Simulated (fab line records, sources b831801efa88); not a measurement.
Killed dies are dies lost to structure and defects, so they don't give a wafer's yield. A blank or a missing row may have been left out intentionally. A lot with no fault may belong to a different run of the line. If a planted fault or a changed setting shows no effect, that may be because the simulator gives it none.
Which tool was responsible?	flow sky130	30 wafers from 10 lots sampled at 4 of the route's 708 steps

WHAT THE GAUGES READ, wafer by wafer
SKY_VIA4_RS_MEAS_19: uses a four-point probe to measure.
lot	measured	on	VIA4_W_RS (ohm/sq)
L889	day 42 18:17	filmMetro-03	0.2325 0.2300 0.2312
L891	day 43 03:26	filmMetro-04	0.2289 0.2281 0.2318
L890	day 43 07:50	filmMetro-01	0.2283 0.2289 0.2274
L893	day 44 00:17	filmMetro-04	0.2300 0.2319 0.2261
L897	day 45 09:35	filmMetro-03	0.2288 0.2286 0.2286
L899	day 46 04:13	filmMetro-01	0.2281 0.3125 0.2251
L900	day 46 05:25	filmMetro-04	0.3131 0.2282 0.2284
L901	day 46 11:53	filmMetro-01	0.2333 0.2256 0.2330
L908	day 47 21:58	filmMetro-04	0.2318 0.2314 0.2313
L911	day 48 12:13	filmMetro-04	0.2336 0.2314 0.2316

WHICH TOOL RAN EACH LOT (tool, then ch and the chambers of the sampled wafers, then the start)
lot	SKY_CAPM_SPUTTER_02	SKY_CAPM_METAL_ETCH_13	SKY_VIA4_CVD_18
L889	pvdSputter-02, day 36 07:05	rieMetal-03 ch 0,1, day 37 08:53	cvdW-01 ch 0,1, day 42 18:07
L891	pvdSputter-02, day 36 19:15	rieMetal-03 ch 0, day 37 20:50	cvdW-01 ch 0, day 43 03:16
L890	pvdSputter-04, day 36 21:52	rieMetal-03 ch 0,1, day 37 23:20	cvdW-02 ch 0,1, day 43 07:40
L893	pvdSputter-02, day 37 17:22	rieMetal-03 ch 0, day 38 19:07	cvdW-02 ch 0,1, day 44 00:07
L897	pvdSputter-03, day 39 08:22	rieMetal-02 ch 1, day 40 08:18	cvdW-01 ch 0,1, day 45 09:26
L899	pvdSputter-04, day 40 05:25	rieMetal-04 ch 0,1, day 41 05:20	cvdW-01 ch 0,1, day 46 04:03
L900	pvdSputter-04, day 40 07:55	rieMetal-02 ch 0,1, day 41 07:45	cvdW-01 ch 0,1, day 46 05:16
L901	pvdSputter-02, day 40 14:27	rieMetal-04 ch 0,1, day 41 14:06	cvdW-02 ch 0,1, day 46 11:43
L908	pvdSputter-03, day 42 07:45	rieMetal-04 ch 0, day 43 06:13	cvdW-02 ch 0,1, day 47 21:49
L911	pvdSputter-03, day 43 01:39	rieMetal-03 ch 0,1, day 43 23:39	cvdW-02 ch 0,1, day 48 12:03
- SKY_CAPM_SPUTTER_02: material TiN, target thk 200 nm, time 166.7 s.
- SKY_CAPM_METAL_ETCH_13: etches TiN in Cl2/BCl3, stops on SiO2, target depth 220 nm, time 62.9 s.
- SKY_VIA4_CVD_18: deposits W, target thk 505 nm, time 152.14 s.

THE ANSWER, worked out from the rows above alone
Rule: what is usual is taken from the lots themselves. The widest of any qualifying gaps counts: lots, ordered by their means at a reading, are off when they make up no more than a third of the lots, leave a main group of 4 or more, and stand apart from it by 3 or more times the standard deviation of that group's means. The tables above print the reading to a certain number of digits; a main group whose means all agree to those digits is not used. A lot without any number at a reading at which 4 lots or more have one is off too. Any other lot the step has rows for is counted as sound.
Off: L899, L900, seen at SKY_VIA4_RS_MEAS_19 (VIA4_W_RS). For the main group the mean is 0.2302 ohm/sq and the standard deviation 0.0013.
If a tool, at a process step before that reading, ran all the lots that are off and no sound lot after the first of them, it fits. Gauges at SKY_VIA4_RS_MEAS_19: tried the same way as those tools. 2 tools fit, pvdSputter-04 at SKY_CAPM_SPUTTER_02 and cvdW-01 at SKY_VIA4_CVD_18, so this cannot tell which one it is.

WHAT THE SIMULATOR PUT IN
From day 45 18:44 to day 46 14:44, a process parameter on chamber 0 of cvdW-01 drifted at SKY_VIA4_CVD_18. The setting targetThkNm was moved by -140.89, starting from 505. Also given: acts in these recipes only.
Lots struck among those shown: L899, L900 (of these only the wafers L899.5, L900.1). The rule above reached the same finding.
